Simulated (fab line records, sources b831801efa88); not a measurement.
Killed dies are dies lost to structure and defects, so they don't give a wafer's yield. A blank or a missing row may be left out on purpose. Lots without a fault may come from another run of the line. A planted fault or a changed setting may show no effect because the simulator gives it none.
Chamber matching | flow gf180mcu | GF_PASSIVATION_ETCH_11 on rie_diel-01: 4 sister chambers
The step etches the open film in CF4/O2, stops on TiN, target depth 2040 nm, time 453.3 s. 16 wafers are shown with their chamber, then 8 later ones without.

WAFERS WITH THEIR CHAMBER
wafer  | chamber | drypump_motor_current_A (A) | oes_product_au (a.u.) | throttle_valve_pct (%)
L075.1 | 1       | 6.02                        | 0.996                 | 5.963
L075.5 | 3       | 5.73                        | 0.977                 | 5.977
L075.6 | 2       | 6.08                        | 0.995                 | 5.964
L079.1 | 3       | 5.73                        | 0.984                 | 5.964
L079.3 | 0       | 5.75                        | 0.992                 | 5.955
L079.4 | 2       | 6.05                        | 0.987                 | 5.973
L081.1 | 2       | 6.05                        | 0.990                 | 5.963
L081.3 | 1       | 6.03                        | 1.000                 | 5.969
L081.6 | 3       | 5.71                        | 0.969                 | 5.958
L084.1 | 1       | 6.06                        | 0.997                 | 5.974
L084.3 | 2       | 6.03                        | 0.986                 | 5.958
L084.4 | 0       | 5.75                        | 0.990                 | 5.985
L085.1 | 1       | 6.04                        | 1.000                 | 5.963
L085.4 | 3       | 5.72                        | 0.970                 | 5.952
L085.5 | 3       | 5.72                        | 0.972                 | 5.952
L091.1 | 2       | 6.03                        | 0.987                 | 5.960

SIGNATURES (means of the wafers above)
reading                 | chamber 0 | chamber 1 | chamber 2 | chamber 3 | scatter within a chamber
drypump_motor_current_A | 5.7500    | 6.0375    | 6.0480    | 5.7220    | 0.0154
oes_product_au          | 0.99100   | 0.99825   | 0.98900   | 0.97440   | 0.0043
throttle_valve_pct      | 5.97000   | 5.96725   | 5.96360   | 5.96060   | 0.00959
Rule: a wafer's distance from a chamber is the root of the sum, over the readings, of the square of ((its reading less the chamber's mean) divided by the reading's scatter). The wafer belongs to the nearest chamber; if the next one is less than 2 further off, it can't be placed. The scatter: the root of (the sum of the squares of (reading less its chamber's mean) over the shown wafers, divided by (wafers less chambers)).

WAFERS WITHOUT THEIR CHAMBER
wafer  | drypump_motor_current_A (A) | oes_product_au (a.u.) | throttle_valve_pct (%)
L091.5 | 6.02                        | 0.997                 | 5.973
L091.6 | 5.72                        | 0.975                 | 5.959
L094.1 | 5.71                        | 0.970                 | 5.956
L094.4 | 6.04                        | 0.990                 | 5.966
L094.6 | 6.04                        | 0.995                 | 5.971
L095.1 | 6.07                        | 1.001                 | 5.963
L095.4 | 5.71                        | 0.977                 | 5.965
L095.5 | 5.77                        | 0.990                 | 5.970

WHICH CHAMBER EACH WENT THROUGH
wafer  | from the rows above     | in truth
L091.5 | can't be placed: 1 or 2 | 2
L091.6 | 3                       | 3
L094.1 | 3                       | 3
L094.4 | can't be placed: 2 or 1 | 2
L094.6 | can't be placed: 1 or 2 | 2
L095.1 | can't be placed: 1 or 2 | 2
L095.4 | 3                       | 3
L095.5 | 0                       | 0
Placed correctly: 4 of 8. Can't be placed from these rows: 4 (the true chamber is among the candidates in 4). Placed wrongly: 0.
